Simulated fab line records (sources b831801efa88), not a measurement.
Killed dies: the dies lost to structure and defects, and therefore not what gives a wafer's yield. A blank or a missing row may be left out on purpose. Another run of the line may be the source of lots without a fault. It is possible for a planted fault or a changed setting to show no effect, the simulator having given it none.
Which tool was responsible? + flow gf180mcu + 24 lots with 72 wafers sampled at 6 steps, on a route of 602 steps

WHAT EACH GAUGE READ, for each wafer
No reading from a measuring or inspecting step in the record can be judged against a usual standard deviation.

WHAT TOOL EACH LOT RAN ON (gives the tool, then ch and the chambers of the sampled wafers, and finally the start)
| lot  | GF_M2_METAL_ETCH_16              | GF_V2_CVD_02                    | GF_V2_CMP_04                  | GF_M3_STRIP_17                      | GF_M4_STRIP_17                      | GF_V4_CVD_23                 |
|------|----------------------------------|---------------------------------|-------------------------------|-------------------------------------|-------------------------------------|------------------------------|
| L074 | rieMetal-01 ch 0, day 18 11:41   | pecvd-01 ch 0,1,2, day 18 12:37 | cmp-01 ch 0,1,2, day 18 12:50 | plasmaAsher-04 ch 0,1, day 20 16:46 | plasmaAsher-03 ch 0,1, day 22 19:01 | cvdW-01 ch 0, day 23 20:02   |
| L075 | rieMetal-04 ch 0,1, day 19 06:38 | pecvd-02 ch 0,1,2, day 19 07:24 | cmp-02 ch 1,2,3, day 19 07:34 | plasmaAsher-01 ch 0,1, day 21 11:21 | plasmaAsher-04 ch 0,1, day 23 13:25 | cvdW-02 ch 1, day 24 13:46   |
| L076 | rieMetal-01 ch 0,1, day 19 10:19 | pecvd-04 ch 1,2, day 19 11:05   | cmp-02 ch 1,3, day 19 11:22   | plasmaAsher-01 ch 0,1, day 21 15:22 | plasmaAsher-03 ch 0,1, day 23 16:57 | cvdW-02 ch 0,1, day 24 16:56 |
| L077 | rieMetal-02 ch 0,1, day 20 05:22 | pecvd-02 ch 0,2, day 20 06:09   | cmp-02 ch 0,2,3, day 20 06:20 | plasmaAsher-04 ch 0,1, day 22 08:14 | plasmaAsher-02 ch 0,1, day 24 08:46 | cvdW-01 ch 0,1, day 25 08:25 |
| L079 | rieMetal-02 ch 0,1, day 21 03:38 | pecvd-04 ch 0,1,2, day 21 04:31 | cmp-02 ch 0,2,3, day 21 04:38 | plasmaAsher-04 ch 0,1, day 23 06:02 | plasmaAsher-04 ch 0,1, day 25 05:40 | cvdW-01 ch 0,1, day 26 04:41 |
| L078 | rieMetal-04 ch 0,1, day 21 04:49 | pecvd-02 ch 0,2, day 21 05:36   | cmp-02 ch 1,2,3, day 21 05:54 | plasmaAsher-03 ch 0,1, day 23 07:35 | plasmaAsher-02 ch 0,1, day 25 06:50 | cvdW-01 ch 0,1, day 26 05:45 |
| L080 | rieMetal-02 ch 0,1, day 21 19:58 | pecvd-02 ch 0,1,2, day 21 20:45 | cmp-02 ch 1,3, day 21 20:53   | plasmaAsher-04 ch 0,1, day 23 20:31 | plasmaAsher-03 ch 0,1, day 25 18:41 | cvdW-01 ch 0,1, day 26 17:56 |
| L081 | rieMetal-04 ch 0,1, day 21 21:38 | pecvd-04 ch 0,2, day 21 22:26   | cmp-01 ch 0,1,2, day 21 22:34 | plasmaAsher-01 ch 0,1, day 23 22:23 | plasmaAsher-02 ch 0,1, day 25 19:41 | cvdW-02 ch 0,1, day 26 18:59 |
| L082 | rieMetal-04 ch 0, day 22 19:49   | pecvd-01 ch 1,2, day 22 20:51   | cmp-01 ch 0,1,2, day 22 20:59 | plasmaAsher-01 ch 0,1, day 24 20:04 | plasmaAsher-03 ch 0,1, day 26 16:49 | cvdW-01 ch 0,1, day 27 14:58 |
| L083 | rieMetal-04 ch 0,1, day 23 04:38 | pecvd-04 ch 0,1, day 23 05:26   | cmp-01 ch 0,1,2, day 23 05:34 | plasmaAsher-04 ch 0,1, day 25 03:14 | plasmaAsher-04 ch 0,1, day 27 00:25 | cvdW-01 ch 0,1, day 27 22:01 |
| L084 | rieMetal-02 ch 0,1, day 23 14:34 | pecvd-02 ch 0,2, day 23 15:22   | cmp-02 ch 1,2,3, day 23 15:35 | plasmaAsher-04 ch 0,1, day 25 13:04 | plasmaAsher-03 ch 0,1, day 27 09:02 | cvdW-01 ch 0,1, day 28 06:52 |
| L085 | rieMetal-04 ch 0,1, day 23 15:50 | pecvd-01 ch 0,2, day 23 16:38   | cmp-02 ch 1,2,3, day 23 16:49 | plasmaAsher-03 ch 0,1, day 25 14:22 | plasmaAsher-04 ch 0,1, day 27 11:02 | cvdW-02 ch 0,1, day 28 08:08 |
| L086 | rieMetal-01 ch 0,1, day 24 03:47 | pecvd-02 ch 0,2, day 24 04:37   | cmp-01 ch 1,2,3, day 24 04:45 | plasmaAsher-01 ch 0,1, day 26 01:46 | plasmaAsher-02 ch 0,1, day 27 21:05 | cvdW-02 ch 0,1, day 28 18:12 |
| L088 | rieMetal-02 ch 0,1, day 24 11:32 | pecvd-04 ch 0,2, day 24 12:22   | cmp-02 ch 0,1,2, day 24 12:30 | plasmaAsher-04 ch 0,1, day 26 09:56 | plasmaAsher-04 ch 0,1, day 28 04:59 | cvdW-01 ch 0,1, day 29 01:13 |
| L087 | rieMetal-01 ch 0,1, day 24 13:35 | pecvd-01 ch 0,1, day 24 14:27   | cmp-02 ch 0,3, day 24 14:35   | plasmaAsher-04 ch 0,1, day 26 11:47 | plasmaAsher-02 ch 0,1, day 28 06:35 | cvdW-02 ch 0,1, day 29 04:07 |
| L089 | rieMetal-04 ch 0,1, day 25 01:13 | pecvd-02 ch 0,1, day 25 02:04   | cmp-01 ch 1,2,3, day 25 02:14 | plasmaAsher-01 ch 0,1, day 26 22:25 | plasmaAsher-02 ch 0,1, day 28 16:53 | cvdW-02 ch 0,1, day 29 13:31 |
| L090 | rieMetal-02 ch 0,1, day 25 02:13 | pecvd-04 ch 0,1,2, day 25 03:02 | cmp-02 ch 1,3, day 25 03:13   | plasmaAsher-01 ch 0,1, day 26 23:07 | plasmaAsher-04 ch 0,1, day 28 17:52 | cvdW-01 ch 0, day 29 14:55   |
| L091 | rieMetal-04 ch 0,1, day 25 09:10 | pecvd-02 ch 0,1, day 25 09:57   | cmp-01 ch 0,2, day 25 10:08   | plasmaAsher-01 ch 1, day 27 06:23   | plasmaAsher-02 ch 0,1, day 29 01:14 | cvdW-02 ch 0,1, day 29 22:16 |
| L092 | rieMetal-04 ch 0,1, day 25 16:49 | pecvd-01 ch 1,2, day 25 17:38   | cmp-02 ch 0,1,2, day 25 17:46 | plasmaAsher-03 ch 0,1, day 27 13:02 | plasmaAsher-02 ch 0,1, day 29 07:14 | cvdW-01 ch 0,1, day 30 04:18 |
| L093 | rieMetal-04 ch 0,1, day 25 21:10 | pecvd-04 ch 0,1,2, day 25 21:58 | cmp-01 ch 1,3, day 25 22:05   | plasmaAsher-04 ch 0,1, day 27 17:09 | plasmaAsher-03 ch 0,1, day 29 10:56 | cvdW-01 ch 0,1, day 30 07:45 |
| L094 | rieMetal-02 ch 0,1, day 26 02:34 | pecvd-04 ch 0,2, day 26 03:26   | cmp-02 ch 1,2,3, day 26 03:34 | plasmaAsher-03 ch 0,1, day 27 22:07 | plasmaAsher-04 ch 0,1, day 29 15:32 | cvdW-01 ch 0,1, day 30 11:49 |
| L095 | rieMetal-04 ch 0, day 26 05:58   | pecvd-04 ch 0,2, day 26 06:45   | cmp-02 ch 1,2,3, day 26 06:53 | plasmaAsher-04 ch 0, day 28 01:29   | plasmaAsher-03 ch 0,1, day 29 18:34 | cvdW-02 ch 0,1, day 30 14:40 |
| L096 | rieMetal-02 ch 0,1, day 26 12:55 | pecvd-02 ch 1,2, day 26 13:42   | cmp-01 ch 1,2,3, day 26 13:53 | plasmaAsher-03 ch 0,1, day 28 07:31 | plasmaAsher-02 ch 0,1, day 30 00:50 | cvdW-01 ch 0,1, day 30 21:16 |
| L097 | rieMetal-01 ch 0,1, day 26 20:25 | pecvd-04 ch 0,1, day 26 21:12   | cmp-01 ch 0,3, day 26 21:20   | plasmaAsher-04 ch 0,1, day 28 15:02 | plasmaAsher-04 ch 0,1, day 30 08:13 | cvdW-02 ch 1, day 31 04:46   |
- GF_M2_METAL_ETCH_16: etches the open film in Cl2/BCl3, stops on SiO2, target depth 750.8 nm, time 125.1 s.
- GF_V2_CVD_02: deposits SiO2 from TEOS, target thk 850 nm, time 94.851 s.
- GF_V2_CMP_04: polishes SiO2.
- GF_M3_STRIP_17: strips in O2/N2.
- GF_M4_STRIP_17: strips in O2/N2.
- GF_V4_CVD_23: deposits W, target thk 350 nm, time 104.9 s.

WHAT THE TOOLS THEMSELVES READ (means of the sampled wafers that have a number; where no wafer has one, the mark that the record gives instead)
GF_M2_METAL_ETCH_16.
| lot  | tool        | chamberPressureMTorr (mTorr) | drypumpMotorCurrentA (A) | oesProductAu (a.u.) | throttleValvePct (%) |
|------|-------------|------------------------------|--------------------------|---------------------|----------------------|
| L074 | rieMetal-01 | 8.003                        | 5.85                     | 0.988               | 28.235               |
| L075 | rieMetal-04 | 8.001                        | 5.82                     | 0.989               | 28.236               |
| L076 | rieMetal-01 | 8.005                        | 5.70                     | 0.994               | 28.233               |
| L077 | rieMetal-02 | 8.007                        | 6.05                     | 0.995               | 28.224               |
| L079 | rieMetal-02 | 7.995                        | 6.11                     | 0.990               | 28.227               |
| L078 | rieMetal-04 | 8.005                        | 5.81                     | 0.987               | 28.216               |
| L080 | rieMetal-02 | 8.006                        | 6.12                     | 0.989               | 28.226               |
| L081 | rieMetal-04 | 8.005                        | 5.73                     | 0.991               | 28.222               |
| L082 | rieMetal-04 | 7.998                        | 5.62                     | 0.988               | 28.229               |
| L083 | rieMetal-04 | 7.998                        | 5.80                     | 0.984               | 28.245               |
| L084 | rieMetal-02 | 7.995                        | 6.05                     | 0.996               | 28.222               |
| L085 | rieMetal-04 | 8.002                        | 5.71                     | 0.989               | 28.234               |
| L086 | rieMetal-01 | 7.991                        | 5.57                     | 0.988               | 28.233               |
| L088 | rieMetal-02 | 8.004                        | 6.05                     | 0.993               | 28.224               |
| L087 | rieMetal-01 | 8.004                        | 5.71                     | 0.993               | 28.223               |
| L089 | rieMetal-04 | 8.003                        | 5.72                     | 0.981               | 28.234               |
| L090 | rieMetal-02 | 7.996                        | 6.06                     | 0.988               | 28.227               |
| L091 | rieMetal-04 | 8.001                        | 5.70                     | 0.986               | 28.240               |
| L092 | rieMetal-04 | 7.998                        | 5.81                     | 0.992               | 28.230               |
| L093 | rieMetal-04 | 8.006                        | 5.80                     | 0.989               | 28.241               |
| L094 | rieMetal-02 | 7.993                        | 6.06                     | 0.989               | 28.224               |
| L095 | rieMetal-04 | 7.991                        | 5.67                     | 0.992               | 28.222               |
| L096 | rieMetal-02 | 7.996                        | 6.13                     | 0.994               | 28.230               |
| L097 | rieMetal-01 | 7.997                        | 5.74                     | 0.983               | 28.235               |

GF_V2_CVD_02.
| lot  | tool     | heaterPowerW (W) |
|------|----------|------------------|
| L074 | pecvd-01 | 672              |
| L075 | pecvd-02 | 665              |
| L076 | pecvd-04 | 643              |
| L077 | pecvd-02 | 694              |
| L079 | pecvd-04 | 624              |
| L078 | pecvd-02 | 659              |
| L080 | pecvd-02 | 636              |
| L081 | pecvd-04 | 584              |
| L082 | pecvd-01 | 609              |
| L083 | pecvd-04 | 546              |
| L084 | pecvd-02 | 749              |
| L085 | pecvd-01 | 688              |
| L086 | pecvd-02 | 737              |
| L088 | pecvd-04 | 618              |
| L087 | pecvd-01 | 753              |
| L089 | pecvd-02 | 654              |
| L090 | pecvd-04 | 638              |
| L091 | pecvd-02 | 654              |
| L092 | pecvd-01 | 663              |
| L093 | pecvd-04 | 580              |
| L094 | pecvd-04 | 601              |
| L095 | pecvd-04 | 708              |
| L096 | pecvd-02 | 685              |
| L097 | pecvd-04 | 527              |

GF_V2_CMP_04.
| lot  | tool   | headPressurePsi (psi) | motorCurrentA (A) | platenRpm (rpm) | timeToEndpointS (s) |
|------|--------|-----------------------|-------------------|-----------------|---------------------|
| L074 | cmp-01 | 3.997                 | 11.9              | 60.03           | 79                  |
| L075 | cmp-02 | 4.002                 | 11.9              | 59.98           | 82                  |
| L076 | cmp-02 | 4.005                 | 12.6              | 59.99           | 82                  |
| L077 | cmp-02 | 3.996                 | 12.9              | 59.98           | 81                  |
| L079 | cmp-02 | 4.001                 | 12.7              | 60.02           | 75                  |
| L078 | cmp-02 | 4.007                 | 12.1              | 60.01           | 81                  |
| L080 | cmp-02 | 4.002                 | 12.5              | 60.03           | 83                  |
| L081 | cmp-01 | 3.999                 | 11.5              | 60.03           | 78                  |
| L082 | cmp-01 | 3.994                 | 11.7              | 60.04           | 85                  |
| L083 | cmp-01 | 3.995                 | 11.6              | 60.04           | 80                  |
| L084 | cmp-02 | 3.996                 | 12.0              | 60.03           | 83                  |
| L085 | cmp-02 | 3.995                 | 12.0              | 60.03           | 79                  |
| L086 | cmp-01 | 4.003                 | 12.8              | 60.01           | 85                  |
| L088 | cmp-02 | 4.001                 | 11.9              | 60.04           | 74                  |
| L087 | cmp-02 | 3.999                 | 13.7              | 59.99           | 81                  |
| L089 | cmp-01 | 3.997                 | 12.4              | 60.04           | 83                  |
| L090 | cmp-02 | 4.004                 | 13.4              | 59.99           | 75                  |
| L091 | cmp-01 | 4.007                 | 11.8              | 60.01           | 78                  |
| L092 | cmp-02 | 3.999                 | 12.6              | 59.95           | 80                  |
| L093 | cmp-01 | 4.008                 | 12.4              | 60.01           | 81                  |
| L094 | cmp-02 | 4.004                 | 11.6              | 60.00           | 81                  |
| L095 | cmp-02 | 4.001                 | 12.3              | 59.98           | 78                  |
| L096 | cmp-01 | 4.001                 | 12.6              | 60.01           | 80                  |
| L097 | cmp-01 | 4.003                 | 12.7              | 59.98           | 78                  |

GF_M3_STRIP_17.
| lot  | tool           | chamberPressureMTorr (mTorr) | drypumpMotorCurrentA (A) | heaterPowerW (W) | oesProductAu (a.u.) | stripTimeToEndpointS (s) |
|------|----------------|------------------------------|--------------------------|------------------|---------------------|--------------------------|
| L074 | plasmaAsher-04 | 1500.5                       | 5.50                     | 398              | 0.539               | 7.35                     |
| L075 | plasmaAsher-01 | 1498.8                       | 5.29                     | 325              | 0.539               | 7.36                     |
| L076 | plasmaAsher-01 | 1500.5                       | 5.29                     | 325              | 0.535               | 7.38                     |
| L077 | plasmaAsher-04 | 1499.5                       | 5.49                     | 381              | 0.540               | 7.36                     |
| L079 | plasmaAsher-04 | 1498.7                       | 5.48                     | 407              | 0.538               | 7.41                     |
| L078 | plasmaAsher-03 | 1498.2                       | 5.68                     | 369              | 0.538               | 7.37                     |
| L080 | plasmaAsher-04 | 1500.4                       | 5.49                     | 384              | 0.532               | 7.33                     |
| L081 | plasmaAsher-01 | 1500.6                       | 5.31                     | 325              | 0.538               | 7.38                     |
| L082 | plasmaAsher-01 | 1500.5                       | 5.29                     | 326              | 0.537               | 7.40                     |
| L083 | plasmaAsher-04 | 1499.5                       | 5.48                     | 410              | 0.533               | 7.34                     |
| L084 | plasmaAsher-04 | 1498.7                       | 5.49                     | 405              | 0.539               | 7.41                     |
| L085 | plasmaAsher-03 | 1499.2                       | 5.63                     | 367              | 0.536               | 7.34                     |
| L086 | plasmaAsher-01 | 1498.3                       | 5.28                     | 326              | 0.537               | 7.34                     |
| L088 | plasmaAsher-04 | 1500.3                       | 5.50                     | 410              | 0.535               | 7.29                     |
| L087 | plasmaAsher-04 | 1501.3                       | 5.51                     | 388              | 0.534               | 7.30                     |
| L089 | plasmaAsher-01 | 1500.5                       | 5.32                     | 325              | 0.535               | 7.38                     |
| L090 | plasmaAsher-01 | 1498.8                       | 5.32                     | 320              | 0.536               | 7.38                     |
| L091 | plasmaAsher-01 | 1499.5                       | 5.27                     | 319              | 0.541               | 7.36                     |
| L092 | plasmaAsher-03 | 1500.4                       | 5.70                     | 365              | 0.536               | 7.38                     |
| L093 | plasmaAsher-04 | 1500.2                       | 5.49                     | 385              | 0.541               | 7.35                     |
| L094 | plasmaAsher-03 | 1500.0                       | 5.64                     | 377              | 0.536               | 7.40                     |
| L095 | plasmaAsher-04 | 1500.3                       | 5.50                     | 362              | 0.538               | 7.39                     |
| L096 | plasmaAsher-03 | 1500.5                       | 5.68                     | 370              | 0.538               | 7.42                     |
| L097 | plasmaAsher-04 | 1499.0                       | 5.47                     | 379              | 0.538               | 7.40                     |

GF_M4_STRIP_17.
| lot  | tool           | chamberPressureMTorr (mTorr) | drypumpMotorCurrentA (A) | heaterPowerW (W) | oesProductAu (a.u.) | stripTimeToEndpointS (s) |
|------|----------------|------------------------------|--------------------------|------------------|---------------------|--------------------------|
| L074 | plasmaAsher-03 | 1500.3                       | 5.64                     | 373              | 0.534               | 7.37                     |
| L075 | plasmaAsher-04 | 1500.8                       | 5.52                     | 411              | 0.543               | 7.44                     |
| L076 | plasmaAsher-03 | 1499.5                       | 5.70                     | 367              | 0.537               | 7.36                     |
| L077 | plasmaAsher-02 | 1500.2                       | 5.70                     | 336              | 0.534               | 7.41                     |
| L079 | plasmaAsher-04 | 1500.3                       | 5.50                     | 408              | 0.540               | 7.42                     |
| L078 | plasmaAsher-02 | 1498.8                       | 5.84                     | 329              | 0.536               | 7.37                     |
| L080 | plasmaAsher-03 | 1500.1                       | 5.69                     | 365              | 0.537               | 7.39                     |
| L081 | plasmaAsher-02 | 1500.5                       | 5.70                     | 334              | 0.540               | 7.37                     |
| L082 | plasmaAsher-03 | 1499.9                       | 5.63                     | 369              | 0.537               | 7.33                     |
| L083 | plasmaAsher-04 | 1500.8                       | 5.49                     | 383              | 0.539               | 7.37                     |
| L084 | plasmaAsher-03 | 1499.5                       | 5.70                     | 366              | 0.535               | 7.35                     |
| L085 | plasmaAsher-04 | 1498.6                       | 5.50                     | 381              | 0.538               | 7.35                     |
| L086 | plasmaAsher-02 | 1499.9                       | 5.71                     | 332              | 0.534               | 7.32                     |
| L088 | plasmaAsher-04 | 1500.3                       | 5.48                     | 382              | 0.536               | 7.36                     |
| L087 | plasmaAsher-02 | 1500.7                       | 5.70                     | 333              | 0.535               | 7.29                     |
| L089 | plasmaAsher-02 | 1498.6                       | 5.68                     | 333              | 0.537               | 7.36                     |
| L090 | plasmaAsher-04 | 1500.2                       | 5.51                     | 411              | 0.538               | 7.38                     |
| L091 | plasmaAsher-02 | 1502.0                       | 5.67                     | 334              | 0.538               | 7.47                     |
| L092 | plasmaAsher-02 | 1500.2                       | 5.83                     | 335              | 0.537               | 7.31                     |
| L093 | plasmaAsher-03 | 1500.5                       | 5.65                     | 369              | 0.534               | 7.36                     |
| L094 | plasmaAsher-04 | 1499.4                       | 5.49                     | 383              | 0.535               | 7.28                     |
| L095 | plasmaAsher-03 | 1500.8                       | 5.65                     | 371              | 0.536               | 7.34                     |
| L096 | plasmaAsher-02 | 1501.0                       | 5.85                     | 332              | 0.532               | 7.24                     |
| L097 | plasmaAsher-04 | 1500.0                       | 5.49                     | 389              | 0.534               | 7.35                     |

GF_V4_CVD_23.
| lot  | tool    | heaterPowerW (W) |
|------|---------|------------------|
| L074 | cvdW-01 | 848              |
| L075 | cvdW-02 | 803              |
| L076 | cvdW-02 | 743              |
| L077 | cvdW-01 | 820              |
| L079 | cvdW-01 | 809              |
| L078 | cvdW-01 | 802              |
| L080 | cvdW-01 | 823              |
| L081 | cvdW-02 | 784              |
| L082 | cvdW-01 | 831              |
| L083 | cvdW-01 | 806              |
| L084 | cvdW-01 | 832              |
| L085 | cvdW-02 | 747              |
| L086 | cvdW-02 | 782              |
| L088 | cvdW-01 | 820              |
| L087 | cvdW-02 | 741              |
| L089 | cvdW-02 | 785              |
| L090 | cvdW-01 | 865              |
| L091 | cvdW-02 | 773              |
| L092 | cvdW-01 | 825              |
| L093 | cvdW-01 | 834              |
| L094 | cvdW-01 | 798              |
| L095 | cvdW-02 | 754              |
| L096 | cvdW-01 | 792              |
| L097 | cvdW-02 | 823              |

THE ANSWER, worked out from the rows above alone
Rule: the usual values come from the lots themselves. Put in order of their means at a reading, lots are off if they are a third of the lots or fewer, leave a main group of 4 or more, and stand apart from it by a gap of 3 or more times the standard deviation of the main group's means; of several such gaps the widest counts. A main group is skipped when, at the precision printed for the reading in the tables above, its means are all equal. Also off: a lot with no number at a reading for which 4 or more lots have one. The other lots that the step has rows for count as sound. First the gauges in route order, then the tools' own readings, where a lot's mean is used as printed above. The first step at which some lot is off is used, and at that step the reading that is off furthest; a lot without a number counts as furthest.
Across all readings shown, no lot is off: no conclusion can be drawn from this.

WHAT THE SIMULATOR HAD INSERTED
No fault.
